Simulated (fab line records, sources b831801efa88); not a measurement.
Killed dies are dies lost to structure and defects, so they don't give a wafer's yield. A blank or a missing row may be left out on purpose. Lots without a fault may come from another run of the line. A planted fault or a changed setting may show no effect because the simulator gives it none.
fab line records | flow sky130
record lots=6 wafers=18 last_day=50
route steps=708 shown VIA4@639 METAL5@661 PAD_OPEN@708
lots that met no fault: from a run of the same line without faults
start_h: hours from the record's first day to the start of the lot's first wafer shown | wait_h: hours since the lot's step before | " the same as in the row above | L1.1+2: a row that stands for several wafers | - no value, or no start given | * or withheld: withheld | < > ~ a bound
route shown NAME@n: a module of which the file shows steps, and the number in the route of the first | usual: mean/standard deviation of fault-free wafers | same: alike in all rows | chamber/n: place in a boat | sites: the reading at each site | _std_site: their standard deviation | _edge_site: outer sites' mean less inner sites' | radius_mm: how far each site lies from the wafer's centre | mask NAME#n: copy n | behind: the tool/chamber that last shaped the wafer | hold: why the lot was held/for how many hours/how that ended | device: the transistor (n, p or np) that didn't switch | end of line: the same wafers' tests at the end of the route | a step without rows: its recipe alone | killed: dies lost to structure and defects at the first sort, not the wafer's yield | map: a wafer's dies, x killed, . not, _ none there
set.NAME: the setting as run; set.NAME@STEP: as run at that earlier step | model.NAME: the simulator's own value behind a step, which no gauge read
lots at some steps of the route; a table a step, a row a wafer
services: from which hour (start_h, from the record's first day; less than 0 if before it) a tool's chamber was out of use, for how many hours, and why
## steps
# step SKY_VIA4_HDPCVD_00
# recipe material=SiO2 target_thk_nm=1750 sigma_open_frac=0.3 time_s=291.7 temp_c=400 sih4_flow_sccm=60 pressure_mtorr=6
# step SKY_VIA4_THK_MEAS_01
# recipe reads=SiO2_of_VIA4_HDPCVD_00
# usual VIA4_HDPCVD_THK=1761/18
# columns lot.wafer tool chamber start_h wait_h VIA4_HDPCVD_THK[nm]
L907.1 film_metro-02 - 987.43 0.1 1751
L907.3 " - " " 1730
L907.6 " - " " 1750
L911.2 film_metro-03 - 1017.29 0.2 1755
L911.4 " - " " 1780
L911.6 " - " " 1783
L912.1 film_metro-03 - 1027.36 0.1 1750
L912.4 " - " " 1780
L912.5 " - " " 1767
L923.2 film_metro-02 - 1101.42 0.1 1794
L923.4 " - " " 1780
L923.6 " - " " 1780
L925.1 film_metro-03 - 1109.30 0.1 1761
L925.4 " - " " 1774
L925.6 " - " " 1764
L928.1 film_metro-01 - 1124.24 0.1 1763
L928.4 " - " " 1792
L928.5 " - " " 1810
# step SKY_VIA4_CMP_02
# recipe material=SiO2 down_force_psi=4 platen_rpm=60 pad_velocity_m_s=0.94248
# usual motor_current_A=11.8/1.4 platen_rpm=60.00/0.04
# columns lot.wafer tool chamber start_h wait_h motor_current_A platen_rpm
L907.3 cmp-01 1 987.54 0.1 14.3 60.00
L907.1 " 2 " " 11.8 59.98
L907.6 " 0 " " 10.2 59.98
L911.2 cmp-01 2 1017.44 0.1 11.9 59.90
L911.4 " 3 " " 11.5 59.91
L911.6 " 1 " " 14.3 59.99
L912.1 cmp-02 2 1027.52 0.1 11.6 60.02
L912.4 " 3 " " 11.8 59.99
L912.5 " 1 " " 10.3 59.99
L923.4 cmp-02 1 1101.52 0.1 9.1 60.05
L923.2 " 0 " " 12.2 59.99
L923.6 " 1 " " 9.7 59.98
L925.4 cmp-02 0 1109.46 0.1 12.2 59.96
L925.1 " 1 " " 9.6 59.98
L925.6 " 3 " " 12.6 60.01
L928.4 cmp-01 2 1124.30 0.0 11.7 60.03
L928.1 " 0 " " 9.6 60.02
L928.5 " 3 " " 11.8 60.01
# step SKY_VIA4_BOW_MEAS_03
# recipe mode=bow
# usual VIA4_BOW=78/8.9
# columns lot.wafer tool chamber start_h wait_h VIA4_BOW[um]
L907.1 film_metro-02 - 987.79 0.1 79
L907.3 " - " " 79
L907.6 " - " " 81
L911.2 film_metro-02 - 1017.66 0.2 81
L911.4 " - " " 93
L911.6 " - " " 95
L912.1 film_metro-02 - 1027.72 0.1 70
L912.4 " - " " 76
L912.5 " - " " 64
L923.2 film_metro-02 - 1101.84 0.1 71
L923.4 " - " " 73
L923.6 " - " " 88
L925.1 film_metro-03 - 1109.66 0.1 82
L925.4 " - " " 87
L925.6 " - " " 95
L928.1 film_metro-02 - 1124.60 0.1 70
L928.4 " - " " 84
L928.5 " - " " 74
# step SKY_VIA4_DEHYDRATE_04
# recipe temp_c=200 time_s=60
# step SKY_VIA4_HMDS_05
# recipe prime_time_s=60 prime_temp_c=120
# step SKY_VIA4_COAT_06
# recipe resist=NOVOLAK spin_rpm=3000 resist_thk_nm=1140
# step SKY_VIA4_SOFTBAKE_07
# recipe temp_c=90 time_s=60 resist=NOVOLAK
# step SKY_VIA4_EXPOSE_08
# recipe mask_id=VIM4 na=0.6 source_shape=conventional sigma_outer=0.6 polarization=unpolarized target_cd_nm=800 dose_mj=132
# step SKY_VIA4_PEB_09
# recipe temp_c=withheld time_s=* resist=NOVOLAK
# step SKY_VIA4_DEVELOP_10
# recipe resist=NOVOLAK developer=TMAH develop_time_s=60 dev_temp_c=23
# step SKY_VIA4_OVL_MEAS_11
# usual VIA4_OVL=0.4/1.2
# columns lot.wafer tool chamber start_h wait_h VIA4_OVL[nm]
L907.1 overlay-02 - 1011.28 0.1 1.9
L907.3 " - " " 0.5
L907.6 " - " " 0.5
L911.2 overlay-01 - 1040.68 0.1 1.2
L911.4 " - " " 0.6
L911.6 " - " " 0.4
L912.1 overlay-01 - 1049.93 0.1 -2.0
L912.4 " - " " 0.4
L912.5 " - " " 0.0
L923.2 overlay-01 - 1121.49 0.1 1.5
L923.4 " - " " 2.2
L923.6 " - " " -1.0
L925.1 overlay-02 - 1128.98 0.1 2.3
L925.4 " - " " -0.7
L925.6 " - " " 1.3
L928.1 overlay-01 - 1143.73 0.1 2.3
L928.4 " - " " 0.7
L928.5 " - " " 0.0
# step SKY_VIA4_ETCH_12
# recipe target=SiO2 chemistry=C4F8/O2/Ar stop_on=TiN mask_material=NOVOLAK source_w=1500 bias_w=1161 pressure_mtorr=40 c4f8_flow_sccm=withheld O2_flow_sccm=6 Ar_flow_sccm=300 time_s=withheld target_depth_a=5800
# usual oes_product_au=0.925/0.0043
# columns lot.wafer tool chamber start_h wait_h oes_product_au
L907.1 rie_diel-03 1 1011.31 0.0 0.929
L907.3 " 0 " " 0.923
L907.6 " 3 " " 0.932
L911.2 rie_diel-03 1 1040.71 0.0 0.928
L911.4 " 1 " " 0.928
L911.6 " 3 " " 0.922
L912.1 rie_diel-03 3 1049.96 0.0 0.916
L912.4 " 1 " " 0.926
L912.5 " 0 " " 0.929
L923.2 rie_diel-04 1 1121.52 0.0 0.931
L923.4 " 3 " " 0.920
L923.6 " 2 " " 0.924
L925.1 rie_diel-04 1 1129.01 0.0 0.928
L925.4 " 0 " " 0.933
L925.6 " 2 " " 0.925
L928.1 rie_diel-03 1 1143.76 0.0 0.922
L928.4 " 2 " " 0.924
L928.5 " 0 " " 0.926
# step SKY_VIA4_STRIP_13
# recipe chemistry=O2/N2 power_w=1400 pressure_mtorr=1500 platen_temp_c=withheld o2_flow_sccm=3000 n2_flow_sccm=300 overash_fraction=0.5
# step SKY_VIA4_STRIP_14
# recipe chemistry=post_etch_residue_remover time_s=1200 temp_c=72.5
# step SKY_VIA4_CLEAN_15
# recipe chemistry=IPA time_s=180 temp_c=25
# step SKY_VIA4_CLEAN_16
# recipe chemistry=O3/DIW dry=n2_spin
# step SKY_VIA4_SPUTTER_17
# recipe material=TiN target_thk_nm=20 chamber_pressure_pa=5 power_w=4000 time_s=80
# usual throttle_valve_pct=30.7/1.1
# columns lot.wafer tool chamber start_h wait_h throttle_valve_pct
L907.1 pvd_sputter-01 - 1012.04 0.0 30.6
L907.3 " - " " 28.7
L907.6 " - " " 32.0
L911.2 pvd_sputter-02 - 1041.42 0.0 30.5
L911.4 " - " " 31.6
L911.6 " - " " 30.7
L912.1 pvd_sputter-01 - 1050.67 0.0 30.5
L912.4 " - " " 31.8
L912.5 " - " " 28.6
L923.2 pvd_sputter-02 - 1122.19 0.0 31.6
L923.4 " - " " 30.0
L923.6 " - " " 29.9
L925.1 pvd_sputter-02 - 1129.68 0.0 31.4
L925.4 " - " " 30.5
L925.6 " - " " 29.8
L928.1 pvd_sputter-01 - 1144.49 0.0 28.6
L928.4 " - " " 30.9
L928.5 " - " " 31.7
# step SKY_VIA4_CVD_18
# recipe material=W target_thk_nm=505 time_s=152.14 temp_c=400 pressure_torr=40
# step SKY_VIA4_RS_MEAS_19
# recipe thk_meas_gauge=four-point-probe reads=W_of_VIA4_CVD_18+TiN_of_VIA4_SPUTTER_17
# usual VIA4_W_RS=0.2270/0.0024
# columns lot.wafer tool chamber start_h wait_h VIA4_W_RS[ohm/sq]
L907.1 film_metro-02 - 1012.26 0.1 0.2284
L907.3 " - " " 0.2268
L907.6 " - " " 0.2280
L911.2 film_metro-03 - 1041.65 0.1 0.2255
L911.4 " - " " 0.2278
L911.6 " - " " 0.2256
L912.1 film_metro-01 - 1050.88 0.1 0.2270
L912.4 " - " " 0.2307
L912.5 " - " " 0.2271
L923.2 film_metro-03 - 1122.42 0.1 0.2226
L923.4 " - " " 0.2272
L923.6 " - " " 0.2212
L925.1 film_metro-01 - 1129.89 0.1 0.2238
L925.4 " - " " 0.2260
L925.6 " - " " 0.2268
L928.1 film_metro-01 - 1144.70 0.1 0.2285
L928.4 " - " " 0.2277
L928.5 " - " " 0.2260
# step SKY_VIA4_THK_MEAS_20
# recipe thk_meas_gauge=xrf reads=W_of_VIA4_CVD_18
# usual VIA4_W_THK=510/8.2
# columns lot.wafer tool chamber start_h wait_h VIA4_W_THK[nm]
L907.1 film_metro-02 - 1012.38 0.1 506
L907.3 " - " " 512
L907.6 " - " " 509
L911.2 film_metro-03 - 1041.76 0.1 507
L911.4 " - " " 499
L911.6 " - " " 508
L912.1 film_metro-01 - 1051.00 0.1 516
L912.4 " - " " 510
L912.5 " - " " 519
L923.2 film_metro-03 - 1122.53 0.1 514
L923.4 " - " " 501
L923.6 " - " " 514
L925.1 film_metro-01 - 1130.01 0.1 523
L925.4 " - " " 520
L925.6 " - " " 518
L928.1 film_metro-01 - 1144.82 0.1 510
L928.4 " - " " 514
L928.5 " - " " 522
# step SKY_VIA4_CMP_21
# recipe stop_on=SiO2 t_overpolish_s=25 down_force_psi=3.5 platen_rpm=60 target_thk_nm=0 pad_velocity_m_s=0.94248
# step SKY_METAL5_SPUTTER_00
# recipe material=Ti target_thk_nm=15 power_w=3000 time_s=10 chamber_pressure_pa=0.4
# usual throttle_valve_pct=30.5/1.2
# columns lot.wafer tool chamber start_h wait_h throttle_valve_pct
L907.1 pvd_sputter-04 - 1012.74 0.1 29.7
L907.3 " - " " 31.3
L907.6 " - " " 31.0
L911.2 pvd_sputter-03 - 1042.11 0.2 29.7
L911.4 " - " " 30.2
L911.6 " - " " 30.2
L912.1 pvd_sputter-03 - 1052.92 0.2 31.1
L912.4 " - " " 30.8
L912.5 " - " " 31.2
L923.2 pvd_sputter-03 - 1122.88 0.1 31.4
L923.4 " - " " 30.6
L923.6 " - " " 30.9
L925.1 pvd_sputter-04 - 1130.37 0.1 29.8
L925.4 " - " " 32.7
L925.6 " - " " 28.7
L928.1 pvd_sputter-01 - 1145.18 0.1 28.8
L928.4 " - " " 31.9
L928.5 " - " " 30.8
# step SKY_METAL5_SPUTTER_01
# recipe material=TiN target_thk_nm=20 power_w=6500 time_s=16.7 chamber_pressure_pa=0.4
# step SKY_METAL5_SPUTTER_02
# recipe material=AlCu target_thk_nm=1150 power_w=10600 time_s=63.78 chamber_pressure_pa=0.4
# step SKY_METAL5_SPUTTER_03
# recipe material=Ti target_thk_nm=5 power_w=3000 time_s=3.3 chamber_pressure_pa=0.4
# step SKY_METAL5_SPUTTER_04
# recipe material=TiN target_thk_nm=70 power_w=6500 time_s=58.3 chamber_pressure_pa=0.4
# usual throttle_valve_pct=30.5/1.2
# columns lot.wafer tool chamber start_h wait_h throttle_valve_pct
L907.1 pvd_sputter-04 - 1012.85 0.0 29.6
L907.3 " - " " 31.1
L907.6 " - " " 31.1
L911.2 pvd_sputter-03 - 1042.23 0.0 29.7
L911.4 " - " " 30.1
L911.6 " - " " 30.2
L912.1 pvd_sputter-03 - 1053.04 0.0 31.3
L912.4 " - " " 30.8
L912.5 " - " " 31.1
L923.2 pvd_sputter-03 - 1123.00 0.0 30.9
L923.4 " - " " 30.8
L923.6 " - " " 30.9
L925.1 pvd_sputter-04 - 1130.49 0.0 29.3
L925.4 " - " " 32.6
L925.6 " - " " 28.9
L928.1 pvd_sputter-01 - 1145.30 0.0 28.3
L928.4 " - " " 32.1
L928.5 " - " " 30.3
# step SKY_METAL5_RS_MEAS_05
# recipe thk_meas_gauge=four-point-probe reads=TiN_of_METAL5_SPUTTER_04+Ti_of_METAL5_SPUTTER_03+AlCu_of_METAL5_SPUTTER_02+TiN_of_METAL5_SPUTTER_01+Ti_of_METAL5_SPUTTER_00
# usual METAL5_ALCU_RS=0.02598/0.00025
# columns lot.wafer tool chamber start_h wait_h METAL5_ALCU_RS[ohm/sq]
L907.1 film_metro-03 - 1012.90 0.0 0.02619
L907.3 " - " " 0.02639
L907.6 " - " " 0.02637
L911.2 film_metro-02 - 1042.29 0.0 0.02618
L911.4 " - " " 0.02597
L911.6 " - " " 0.02598
L912.1 film_metro-04 - 1053.09 0.0 0.02584
L912.4 " - " " 0.02562
L912.5 " - " " 0.02586
L923.2 film_metro-03 - 1123.06 0.0 0.02586
L923.4 " - " " 0.02564
L923.6 " - " " 0.02566
L925.1 film_metro-04 - 1130.54 0.0 0.02585
L925.4 " - " " 0.02622
L925.6 " - " " 0.02615
L928.1 film_metro-02 - 1145.35 0.0 0.02671
L928.4 " - " " 0.02654
L928.5 " - " " 0.02642
# step SKY_METAL5_THK_MEAS_06
# recipe thk_meas_gauge=xrf reads=AlCu_of_METAL5_SPUTTER_02
# usual METAL5_ALCU_THK=1176/15
# columns lot.wafer tool chamber start_h wait_h METAL5_ALCU_THK[nm]
L907.1 film_metro-03 - 1013.02 0.1 1170
L907.3 " - " " 1161
L907.6 " - " " 1168
L911.2 film_metro-02 - 1042.40 0.1 1160
L911.4 " - " " 1174
L911.6 " - " " 1172
L912.1 film_metro-04 - 1053.21 0.1 1193
L912.4 " - " " 1199
L912.5 " - " " 1188
L923.2 film_metro-03 - 1123.17 0.1 1182
L923.4 " - " " 1197
L923.6 " - " " 1200
L925.1 film_metro-04 - 1130.66 0.1 1184
L925.4 " - " " 1160
L925.6 " - " " 1165
L928.1 film_metro-02 - 1145.47 0.1 1127
L928.4 " - " " 1137
L928.5 " - " " 1150
# step SKY_METAL5_DEHYDRATE_07
# recipe temp_c=200 time_s=60
# step SKY_METAL5_HMDS_08
# recipe prime_time_s=60 prime_temp_c=120
# step SKY_METAL5_COAT_09
# recipe resist=NOVOLAK spin_rpm=3000 resist_thk_nm=1800
# step SKY_METAL5_SOFTBAKE_10
# recipe temp_c=90 time_s=60 resist=NOVOLAK
# step SKY_METAL5_EXPOSE_11
# recipe mask_id=MM5 na=0.6 source_shape=conventional sigma_outer=0.6 polarization=unpolarized target_cd_nm=1600 dose_mj=190
# step SKY_METAL5_PEB_12
# recipe temp_c=withheld time_s=* resist=NOVOLAK
# step SKY_METAL5_DEVELOP_13
# recipe resist=NOVOLAK developer=TMAH develop_time_s=60 dev_temp_c=23
# step SKY_METAL5_DESCUM_14
# recipe chemistry=O2 source_power_w=150 bias_power_w=0 pressure_mtorr=10 temp_c=40 time_s=11
# usual drypump_motor_current_A=5.9/0.39 oes_product_au=1.001/0.0076
# columns lot.wafer tool chamber start_h wait_h drypump_motor_current_A oes_product_au rf_hours_counter_h
L907.1 rie_metal-03 1 1035.90 0.1 5.8 1.006 7
L907.3 " 0 " " 6.4 0.993 -
L907.6 " 1 " " 5.8 1.005 -
L911.2 rie_metal-03 0 1063.55 0.1 6.4 0.990 5
L911.4 " 0 " " 6.5 0.977 -
L911.6 " 1 " " 5.8 0.997 -
L912.1 rie_metal-01 0 1074.35 0.1 5.7 1.007 1
L912.4 " 0 " " 5.7 0.997 -
L912.5 " 0 " " 5.7 1.007 -
L923.2 rie_metal-03 0 1141.60 0.1 6.4 0.994 10
L923.4 " 0 " " 6.3 0.995 -
L923.6 " 0 " " 6.3 0.991 -
L925.1 rie_metal-04 0 1148.82 0.1 5.5 1.000 21
L925.4 " 1 " " 6.5 0.997 -
L925.6 " 0 " " 5.5 0.998 -
L928.1 rie_metal-01 1 1163.28 0.1 5.5 1.000 28
L928.4 " 0 " " 5.7 0.987 -
L928.5 " 1 " " 5.5 0.998 -
# step SKY_METAL5_METAL_ETCH_15
# recipe target_depth_a=12600 stop_on=SiO2 over_etch_frac=0.2 time_s=252 chemistry=Cl2/BCl3 resist_sidewall_deg=86 pressure_mtorr=10 icp_w=900 bias_w=48.5 Cl2_flow_sccm=60 bcl3_flow_sccm=30
# step SKY_METAL5_STRIP_16
# recipe chemistry=O2/N2 power_w=1400 pressure_mtorr=1500 platen_temp_c=withheld o2_flow_sccm=3000 n2_flow_sccm=300 overash_fraction=0.5
# step SKY_METAL5_STRIP_17
# recipe chemistry=post_etch_residue_remover time_s=1200 temp_c=73.43
# step SKY_METAL5_CLEAN_18
# recipe chemistry=IPA time_s=180 temp_c=25
# step SKY_METAL5_CLEAN_19
# recipe chemistry=O3/DIW dry=n2_spin
# step SKY_PAD_OPEN_PROBE_99
# usual defect_limited_yield=82.8/1.8 killed_at_M0_to_M3=43/6.3 killed_at_M4_up=3.1/1.9 killed_at_contacts=24/5.1 killed_at_front_end=14/4.3 killed_at_other=0.3/0.53 killed_dies=85/8.8 killed_open=46/7.1 killed_short=38/5.9 sort_bin_3_pad_short=0.8/0.41 sort_bin_5_function=10.4/1.5 sort_bin_6_memory=6.1/1.1 sort_n_pass=407/8.8 sort_yield_pct=82.8/1.8
# same gross_dies=492 killed_at_back_side=0 sort_bin_4_leakage[%]=0 sort_bin_8_speed[%]=0
# columns lot.wafer tool chamber start_h wait_h defect_limited_yield[%] killed_at_M0_to_M3 killed_at_M4_up killed_at_contacts killed_at_front_end killed_at_other killed_dies killed_open killed_short sort_bin_3_pad_short[%] sort_bin_5_function[%] sort_bin_6_memory[%] sort_n_pass sort_yield_pct[%] model.etest.tester.sort_n_pass model.etest.tester.sort_yield_pct model.etest.tester.sort_bin_5_pct model.etest.tester.sort_bin_3_pct
L907.1 prober-01 - 1082.77 0.1 81.5 49 8 25 9 0 91 59 32 0.6 11.2 6.7 401 81.5 401 81.5 11.18 0.6098
L907.3 prober-01 - 1082.87 0.2 85.0 32 5 21 16 0 74 41 33 0.8 9.8 4.5 418 85.0 418 84.96 9.756 0.813
L907.6 prober-01 - 1083.02 0.2 85.2 42 4 22 5 0 73 44 29 1.0 8.3 5.5 419 85.2 419 85.16 8.333 1.016
L911.2 prober-01 - 1108.49 0.1 74.4 39 45 31 11 0 126 48 37 2.6 17.9 5.1 366 74.4 366 74.39 17.89 2.642
L911.4 prober-01 - 1108.59 0.2 76.2 40 43 24 8 2 117 40 38 2.4 16.1 5.3 375 76.2 375 76.22 16.06 2.439
L911.6 prober-01 - 1108.69 0.2 72.2 40 52 35 10 0 137 42 46 3.0 17.7 7.1 355 72.2 355 72.15 17.68 3.049
L912.1 prober-02 - 1118.47 0.1 71.5 51 60 20 9 0 140 45 42 3.9 17.9 6.7 352 71.5 352 71.54 17.89 3.862
L912.4 prober-02 - 1118.62 0.2 74.8 49 44 25 6 0 124 43 41 2.8 15.0 7.3 368 74.8 368 74.8 15.04 2.846
L912.5 prober-02 - 1118.67 0.2 70.1 50 62 25 9 1 147 59 31 4.3 18.3 7.3 345 70.1 345 70.12 18.29 4.268
L923.2 prober-01 - 1179.37 0.1 84.6 41 3 15 16 1 76 39 37 0.4 8.5 6.5 416 84.6 416 84.55 8.537 0.4065
L923.4 prober-01 - 1179.47 0.2 81.5 40 4 21 26 0 91 48 43 0.2 12.4 5.9 401 81.5 401 81.5 12.4 0.2033
L923.6 prober-01 - 1179.57 0.2 83.3 38 5 21 18 0 82 43 39 1.0 10.0 5.7 410 83.3 410 83.33 9.959 1.016
L925.1 prober-01 - 1186.40 0.1 82.5 36 5 26 19 0 86 47 39 0.8 10.6 6.1 406 82.5 406 82.52 10.57 0.813
L925.4 prober-01 - 1186.55 0.2 82.5 33 1 35 17 0 86 53 32 0.6 8.7 8.1 406 82.5 406 82.52 8.74 0.6098
L925.6 prober-01 - 1186.65 0.2 85.6 33 2 20 16 0 71 38 33 1.6 7.5 5.3 421 85.6 421 85.57 7.52 1.626
L928.1 prober-01 - 1198.62 0.1 82.9 41 3 27 13 0 84 53 31 0.8 9.3 6.9 408 82.9 408 82.93 9.35 0.813
L928.4 prober-01 - 1198.77 0.2 81.9 42 5 20 22 0 89 49 40 0.6 10.4 7.1 403 81.9 403 81.91 10.37 0.6098
L928.5 prober-01 - 1198.82 0.2 81.7 50 4 16 20 0 90 46 44 1.2 10.8 6.3 402 81.7 402 81.71 10.77 1.22
# killed by level:class
L907.1 CONTACT:geometric_particle:open=14 VIA1:geometric_particle:open=12 VIA3:geometric_particle:open=8 VIA2:geometric_particle:open=7 METAL4:geometric_particle:short=6 LI_CONTACT:geometric_particle:open=5 VIA2:geometric_particle:short=5 VIA1:geometric_particle:short=4
L907.3 CONTACT:geometric_particle:open=9 VIA1:geometric_particle:open=8 FIELD_ISO:geometric_particle:open=7 VIA3:geometric_particle:open=5 VIA3:geometric_particle:short=5 METAL2:geometric_particle:short=4 LI_CONTACT:geometric_particle:short=4 POLY_GATE:geometric_particle:open=3
L907.6 VIA1:geometric_particle:open=14 CONTACT:geometric_particle:open=9 VIA3:geometric_particle:open=7 LI_CONTACT:geometric_particle:open=6 VIA2:geometric_particle:open=4 CONTACT:geometric_particle:short=4 VIA1:geometric_particle:short=4 METAL2:geometric_particle:short=4
L911.2 VIA4:unspecified=41 CONTACT:geometric_particle:open=12 VIA1:geometric_particle:open=12 CONTACT:geometric_particle:short=9 VIA3:geometric_particle:open=7 LOCAL_INTERCONNECT:geometric_particle:short=6 METAL1:geometric_particle:short=5 VIA1:geometric_particle:short=4
L911.4 VIA4:unspecified=39 VIA1:geometric_particle:open=12 CONTACT:geometric_particle:open=9 CONTACT:geometric_particle:short=6 VIA1:geometric_particle:short=6 LI_CONTACT:geometric_particle:short=4 METAL2:geometric_particle:short=4 VIA3:geometric_particle:open=4
L911.6 VIA4:unspecified=49 LI_CONTACT:geometric_particle:open=15 VIA1:geometric_particle:open=8 VIA1:geometric_particle:short=8 LOCAL_INTERCONNECT:geometric_particle:short=7 METAL1:geometric_particle:short=7 CONTACT:geometric_particle:open=5 VIA2:geometric_particle:open=5
L912.1 VIA4:unspecified=53 CONTACT:geometric_particle:open=11 VIA1:geometric_particle:open=10 METAL1:geometric_particle:short=9 VIA1:geometric_particle:short=6 METAL4:geometric_particle:short=6 VIA3:geometric_particle:open=5 LOCAL_INTERCONNECT:geometric_particle:short=4
L912.4 VIA4:unspecified=40 VIA1:geometric_particle:open=13 CONTACT:geometric_particle:open=10 METAL2:geometric_particle:short=10 CONTACT:geometric_particle:short=6 VIA2:geometric_particle:open=6 METAL1:geometric_particle:short=5 VIA1:geometric_particle:short=5
L912.5 VIA4:unspecified=57 VIA1:geometric_particle:open=19 LI_CONTACT:geometric_particle:open=8 CONTACT:geometric_particle:open=6 VIA3:geometric_particle:open=6 METAL2:geometric_particle:short=5 FIELD_ISO:geometric_particle:open=4 LOCAL_INTERCONNECT:geometric_particle:short=4
L923.2 VIA1:geometric_particle:open=13 CONTACT:geometric_particle:open=8 VIA2:geometric_particle:short=6 POLY_GATE:geometric_particle:short=5 METAL2:geometric_particle:short=5 VIA2:geometric_particle:open=5 SPACER:geometric_particle:short=3 CONTACT:geometric_particle:short=3
L923.4 FIELD_ISO:geometric_particle:open=9 VIA1:geometric_particle:open=9 CONTACT:geometric_particle:open=7 LI_CONTACT:geometric_particle:open=6 METAL1:geometric_particle:short=6 VIA1:geometric_particle:short=6 FIELD_ISO:geometric_particle:short=4 POLY_GATE:geometric_particle:short=4
L923.6 VIA1:geometric_particle:open=8 METAL2:geometric_particle:short=8 LI_CONTACT:geometric_particle:open=7 CONTACT:geometric_particle:open=7 METAL1:geometric_particle:short=6 FIELD_ISO:geometric_particle:short=4 POLY_GATE:geometric_particle:open=4 POLY_GATE:geometric_particle:short=4
L925.1 CONTACT:geometric_particle:open=10 VIA1:geometric_particle:open=9 FIELD_ISO:geometric_particle:short=6 FIELD_ISO:geometric_particle:open=6 CONTACT:geometric_particle:short=6 VIA3:geometric_particle:open=6 METAL1:geometric_particle:short=5 METAL2:geometric_particle:short=5
L925.4 CONTACT:geometric_particle:open=12 CONTACT:geometric_particle:short=8 VIA1:geometric_particle:open=8 POLY_GATE:geometric_particle:open=7 FIELD_ISO:geometric_particle:open=6 LI_CONTACT:geometric_particle:short=5 VIA3:geometric_particle:open=5 LI_CONTACT:geometric_particle:open=4
L925.6 CONTACT:geometric_particle:open=6 VIA1:geometric_particle:open=6 VIA3:geometric_particle:open=5 FIELD_ISO:geometric_particle:open=4 POLY_GATE:geometric_particle:open=4 POLY_GATE:geometric_particle:short=4 LI_CONTACT:geometric_particle:open=4 LI_CONTACT:geometric_particle:short=4
L928.1 CONTACT:geometric_particle:open=11 VIA1:geometric_particle:open=11 LI_CONTACT:geometric_particle:open=8 VIA2:geometric_particle:open=8 VIA3:geometric_particle:open=7 FIELD_ISO:geometric_particle:open=4 FIELD_ISO:geometric_particle:short=4 CONTACT:geometric_particle:short=4
L928.4 VIA1:geometric_particle:open=11 LI_CONTACT:geometric_particle:open=10 FIELD_ISO:geometric_particle:short=7 VIA1:geometric_particle:short=6 FIELD_ISO:geometric_particle:open=5 POLY_GATE:geometric_particle:open=5 CONTACT:geometric_particle:open=4 METAL1:geometric_particle:short=4
L928.5 VIA1:geometric_particle:open=10 FIELD_ISO:geometric_particle:open=9 VIA3:geometric_particle:open=9 CONTACT:geometric_particle:open=6 VIA3:geometric_particle:short=5 FIELD_ISO:geometric_particle:short=5 VIA2:geometric_particle:open=5 VIA2:geometric_particle:short=5
# map L911.6 (x killed, . not)
__________xx...x...x_________
________...x.........._______
______x..x.x............_____
_____x.......x..x.....x..____
____...x...x.......x..xx..___
___xx...x....x.x.x....x....__
__x.....x...x....xx..x.x...._
_...x.......x....x...........
_xx........x.....x.x.x.......
_....x.....x.........x......x
_...x..x.x.....x...x......x.x
_.......x...x..x.............
_......xx....x...............
_...xx..........x......x..x..
_...............x.x..x.......
__.x..x.....x.x.xxx....x.x.._
___....x..x.xxxxxx.x.......__
____......xxxxxxxxxx.xx...___
_____x....xxxxxxxxxx....x____
______.xx..xxxxxxxxx.x.._____
________xxxxxxxxxxx..._______
__________..xxxxxx.x_________
# map L912.5 (x killed, . not)
__________x...x....._________
________....x......x.._______
______x....x............_____
_____..x..x.....xxxx.x...____
____..........x....x...x..___
___.........x....x.........__
__x....x.x....x..x...xx....._
_..xx.......xx....x..xx......
_..........x.x....xx.......x.
_..............x.xxx......x.x
_x....x.......x...x..........
_.x.x.x.....x..x........x.x..
_....xxx..xx.xxxxxxx.....x...
_...x.x...x...xxxxxx..x.xx...
_.x.x.....x.xxxxxxxxx...xx.xx
__..........xxxxxxxxx....x.._
___..x.....x.xxxxxxxx.xx...__
____xx.......xxxxxxxx..x.x___
_____....xx.x.xxxxxxx....____
______x.x.........x...xx_____
________x.........x..._______
__________x........._________
## services
# columns tool chamber start_h hours kind
rie_diel-04 1 975.80 12.0 repair
rie_diel-03 2 976.40 111.1 repair
rie_diel-04 2 1013.74 34.3 repair
rie_metal-01 1 1014.26 18.6 repair
pvd_sputter-03 - 1016.42 6.8 repair
pvd_sputter-01 - 1020.79 7.9 repair
rie_metal-03 - 1028.15 1.4 pm
cmp-01 - 1049.54 2.5 repair
cmp-02 - 1050.85 4.0 repair
cmp-02 - 1055.54 0.9 repair
cmp-02 - 1077.05 0.3 repair
cmp-02 - 1084.00 4.0 pm
cmp-01 - 1088.00 5.8 pm
rie_diel-03 - 1099.51 0.1 repair
pvd_sputter-04 - 1102.45 0.6 repair
pvd_sputter-04 - 1110.29 7.8 repair
cmp-02 - 1112.12 0.8 repair
cmp-01 - 1118.42 1.3 repair
rie_diel-03 1 1118.97 1.8 repair
cmp-01 - 1119.94 1.5 repair
pvd_sputter-01 - 1122.18 5.5 repair
cmp-01 - 1142.81 1.5 repair
rie_diel-03 - 1154.76 14.6 pm
pvd_sputter-03 - 1161.75 2.0 repair
## key
first_sign step=SKY_PAD_OPEN_PROBE_99 reading=killed_at_M4_up direction=up sigmas=25 usual=3.1 struck=51
effect step=SKY_PAD_OPEN_PROBE_99 reading=sort_bin_3_pad_short direction=up sigmas=5.9 usual=0.8 struck=3.2
model_effect step=SKY_PAD_OPEN_PROBE_99 value=etest.tester.sort_n_pass without=401.2 struck=360.2
met_at SKY_VIA4_ETCH_12
struck_wafers L911.2,L911.4,L911.6,L912.1,L912.4,L912.5
onset_between 1011.31 1040.71
fault kind=chamber_particle_source tool=rie_diel-03 chamber=- onset_h=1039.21 steps=SKY_VIA4_ETCH_12 rate_per_visit_cm2=1.0195 end_h=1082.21
